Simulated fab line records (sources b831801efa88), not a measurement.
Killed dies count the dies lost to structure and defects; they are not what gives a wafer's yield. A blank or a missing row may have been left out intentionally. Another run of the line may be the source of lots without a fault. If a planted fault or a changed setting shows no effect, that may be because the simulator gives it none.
fab line records ; flow sky130
record: lots: 6; wafers: 18; last_day: 50
route steps=708 shown METAL2@506 VIA2@507
lots untouched by any fault: they come from a run of this same line in which no faults occurred
start_h: start of the lot's first displayed wafer, in hours after the record's first day ; wait_h: how many hours have passed since the lot's step before this one ; " repeats the value in the row above ; L1.1+2: one row covering several wafers at once ; - value missing, or start not given ; * or withheld: withheld ; < > ~ a bound
route shown NAME@n: names a module that has steps shown in the file, with the first one's number in the route ; usual: mean/standard deviation of fault-free wafers ; same: alike in all rows ; chamber/n: place in a boat ; sites: readings site by site ; _std_site: how widely they spread, as a standard deviation ; _edge_site: inner sites' mean taken away from outer sites' mean ; radius_mm: how far each site lies from the wafer's centre ; mask NAME#n: copy n ; behind: tool/chamber where the wafer was last shaped ; hold: the reason the lot was held/the length of the hold in hours/how it ended ; device: names the non-switching transistor (n, p or np) ; end of line: the tests these same wafers got at the end of their route ; a step with no rows: only its recipe ; killed: dies lost to structure and defects at the first sort, not the wafer's yield ; map: the dies of a wafer, with x for killed, . for not killed, _ for no die there
set.NAME: the setting the step ran with; set.NAME@STEP: the setting that earlier step ran with ; model.NAME: the simulator's own value behind a step, which no gauge read
lots at some steps of the route; a table a step, a row a wafer
services: a tool's chamber out of use, with start hour (start_h, from the record's first day; less than 0 if before it), hours out, and reason
== steps ==
step: SKY_METAL2_CLEAN_23
recipe: chemistry: O3/DIW; dry: n2_spin
step: SKY_VIA2_HDPCVD_00
recipe: material: SiO2; target_thk_nm: 1180; sigma_open_frac: 0.3; time_s: 196.7; temp_c: 400; sih4_flow_sccm: 60; pressure_mtorr: 6
step: SKY_VIA2_THK_MEAS_01
recipe: reads: SiO2_of_VIA2_HDPCVD_00
usual: VIA2_HDPCVD_THK: 1178/14
lot.wafer;tool;chamber;start_h;wait_h;VIA2_HDPCVD_THK[nm]
L355.1;film_metro-03;-;824.46;0.1;1165
L355.3;film_metro-03;-;824.46;0.1;1189
L355.6;film_metro-03;-;824.46;0.1;1175
L365.2;film_metro-03;-;904.61;0.1;1178
L365.5;film_metro-03;-;904.61;0.1;1188
L365.6;film_metro-03;-;904.61;0.1;1172
L364.1;film_metro-02;-;906.91;0.1;1186
L364.2;film_metro-02;-;906.91;0.1;1171
L364.4;film_metro-02;-;906.91;0.1;1174
L372.2;film_metro-03;-;953.39;0.1;1172
L372.4;film_metro-03;-;953.39;0.1;1199
L372.6;film_metro-03;-;953.39;0.1;1182
L375.1;film_metro-03;-;962.77;0.1;1165
L375.3;film_metro-03;-;962.77;0.1;1174
L375.6;film_metro-03;-;962.77;0.1;1163
L376.3;film_metro-04;-;979.78;0.1;1186
L376.4;film_metro-04;-;979.78;0.1;1200
L376.5;film_metro-04;-;979.78;0.1;1184
step: SKY_VIA2_CMP_02
recipe: material: SiO2; down_force_psi: 4; platen_rpm: 60; pad_velocity_m_s: 0.94248
usual: motor_current_A: 12.1/1.6
lot.wafer;tool;chamber;start_h;wait_h;motor_current_A
L355.1;cmp-02;2;824.57;0.1;9.4
L355.3;cmp-02;3;824.57;0.1;11.8
L355.6;cmp-02;2;824.57;0.1;10.0
L365.2;cmp-02;1;904.76;0.1;11.3
L365.6;cmp-02;1;904.76;0.1;11.1
L365.5;cmp-02;2;904.76;0.1;9.9
L364.4;cmp-01;2;906.97;0.0;13.1
L364.1;cmp-01;0;906.97;0.0;14.8
L364.2;cmp-01;1;906.97;0.0;11.9
L372.2;cmp-01;1;953.54;0.1;11.3
L372.4;cmp-01;2;953.54;0.1;12.8
L372.6;cmp-01;0;953.54;0.1;14.6
L375.3;cmp-02;2;962.91;0.1;9.7
L375.1;cmp-02;3;962.91;0.1;11.2
L375.6;cmp-02;2;962.91;0.1;9.9
L376.4;cmp-02;0;979.82;0.0;13.3
L376.3;cmp-02;1;979.82;0.0;12.1
L376.5;cmp-02;0;979.82;0.0;13.2
step: SKY_VIA2_BOW_MEAS_03
recipe: mode: bow
usual: VIA2_BOW: 87/7.1
lot.wafer;tool;chamber;start_h;wait_h;VIA2_BOW[um]
L355.1;film_metro-04;-;824.82;0.2;81
L355.3;film_metro-04;-;824.82;0.2;82
L355.6;film_metro-04;-;824.82;0.2;100
L365.2;film_metro-03;-;905.08;0.3;90
L365.5;film_metro-03;-;905.08;0.3;99
L365.6;film_metro-03;-;905.08;0.3;82
L364.1;film_metro-04;-;907.27;0.1;87
L364.2;film_metro-04;-;907.27;0.1;101
L364.4;film_metro-04;-;907.27;0.1;86
L372.2;film_metro-03;-;953.76;0.2;104
L372.4;film_metro-03;-;953.76;0.2;94
L372.6;film_metro-03;-;953.76;0.2;104
L375.1;film_metro-02;-;963.21;0.2;69
L375.3;film_metro-02;-;963.21;0.2;93
L375.6;film_metro-02;-;963.21;0.2;90
L376.3;film_metro-04;-;980.16;0.2;87
L376.4;film_metro-04;-;980.16;0.2;76
L376.5;film_metro-04;-;980.16;0.2;88
step: SKY_VIA2_DEHYDRATE_04
recipe: temp_c: 200; time_s: 60
step: SKY_VIA2_HMDS_05
recipe: prime_time_s: 60; prime_temp_c: 120
step: SKY_VIA2_COAT_06
recipe: resist: BARC; temp_c: withheld; time_s: withheld; spin_rpm: 3000; resist_thk_nm: 60
step: SKY_VIA2_COAT_07
recipe: resist: KrF-thick; spin_rpm: 3000; resist_thk_nm: 453
step: SKY_VIA2_SOFTBAKE_08
recipe: temp_c: 100; time_s: 90; resist: KrF-thick
step: SKY_VIA2_EXPOSE_09
recipe: mask_id: VIM2; na: 0.8; source_shape: annular; sigma_inner: 0.55; sigma_outer: 0.85; target_cd_nm: 200; dose_mj: 38
step: SKY_VIA2_PEB_10
recipe: peb_temp_c: withheld; peb_time_s: withheld; resist: KrF-thick
step: SKY_VIA2_DEVELOP_11
recipe: develop_time_s: 60; resist: KrF-thick; dev_temp_c: 21
usual: chill_plate_temp_C: 22.99/0.093; develop_time_s: 60/0
lot.wafer;tool;chamber;start_h;wait_h;chill_plate_temp_C;develop_time_s;model.KrF-thick_of_VIA2_COAT_07.thk_nm
L355.1;litho_track-02;0;850;-;22.89;60;436.5
L355.3;litho_track-02;0;850;-;23.07;60;437.4
L355.6;litho_track-02;0;850;-;22.95;60;436.8
L365.2;litho_track-03;-;929;-;-;-;453.1
L365.5;litho_track-03;-;929;-;-;-;454.1
L365.6;litho_track-03;-;929;-;-;-;454.3
L364.1;litho_track-01;-;931;-;-;-;452.8
L364.2;litho_track-01;-;931;-;-;-;453.9
L364.4;litho_track-01;-;931;-;-;-;452.6
L372.2;litho_track-03;0;977;-;22.98;60;436.6
L372.4;litho_track-03;0;977;-;23.14;60;437
L372.6;litho_track-03;0;977;-;22.98;60;437.3
L375.1;litho_track-02;0;987;-;22.94;60;438.2
L375.3;litho_track-02;0;987;-;23.10;60;438.6
L375.6;litho_track-02;0;987;-;23.06;60;436.5
L376.3;litho_track-01;0;1003;-;23.10;60;440.1
L376.4;litho_track-01;0;1003;-;23.10;60;439.2
L376.5;litho_track-01;0;1003;-;22.88;60;439.3
step: SKY_VIA2_CD_MEAS_12
recipe: target_cd_nm: 200
usual: cd_nm: 199.9/1.2
lot.wafer;tool;chamber;start_h;wait_h;cd_nm
L355.1;cd_sem-02;-;850.45;-;200.4
L355.3;cd_sem-02;-;850.45;-;200.0
L355.6;cd_sem-02;-;850.45;-;199.7
L365.2;cd_sem-02;-;929.51;-;-
L365.5;cd_sem-02;-;929.51;-;-
L365.6;cd_sem-02;-;929.51;-;-
L364.1;cd_sem-02;-;931.48;-;-
L364.2;cd_sem-02;-;931.48;-;-
L364.4;cd_sem-02;-;931.48;-;-
L372.2;cd_sem-02;-;978.01;-;198.1
L372.4;cd_sem-02;-;978.01;-;198.7
L372.6;cd_sem-02;-;978.01;-;199.8
L375.1;cd_sem-01;-;987.45;-;200.1
L375.3;cd_sem-01;-;987.45;-;200.0
L375.6;cd_sem-01;-;987.45;-;198.4
L376.3;cd_sem-01;-;1003.72;-;199.4
L376.4;cd_sem-01;-;1003.72;-;197.6
L376.5;cd_sem-01;-;1003.72;-;198.9
== services ==
tool;chamber;start_h;hours;kind
cmp-01;-;833.52;9.6;repair
cmp-01;-;898.87;2.4;repair
cmp-02;-;908.99;7.3;pm
cmp-01;-;916.47;2.9;pm
cmp-02;-;919.40;5.2;pm
cmp-02;-;924.57;4.0;pm
cmp-02;-;928.57;-;consumable_replace:conditioner
cmp-02;-;928.57;-;consumable_replace:pad
cmp-01;-;928.72;4.9;pm
cmp-02;-;929.34;0.3;repair
== key ==
first_sign: step: SKY_VIA2_DEVELOP_11; reading: tool_record; direction: missing
effect none on later readings
model_effect: step: SKY_VIA2_DEVELOP_11; value: KrF-thick_of_VIA2_COAT_07.thk_nm; without: 439.4; struck: 453.5
met_at SKY_VIA2_DEVELOP_11
struck_wafers L364.1,L364.2,L364.4,L365.2,L365.5,L365.6
later_rows_left_out L364.1,L364.2,L364.4,L365.2,L365.5,L365.6
sort_left_out L364.1,L364.2,L364.4,L365.2,L365.5,L365.6
fault: kind: skipped_step_whole; tool: litho_track-01,litho_track-03; chamber: -; onset_h: 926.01; steps: SKY_VIA2_DEVELOP_11; scope: struck_lots_only
sort_left_out: the simulated sort isn't trusted on such a fault, so these wafers' sort isn't shown, and their yield isn't known
later_rows_left_out: the simulator's readings of these wafers behind a module that went badly wrong aren't trusted and aren't shown, but for the sort
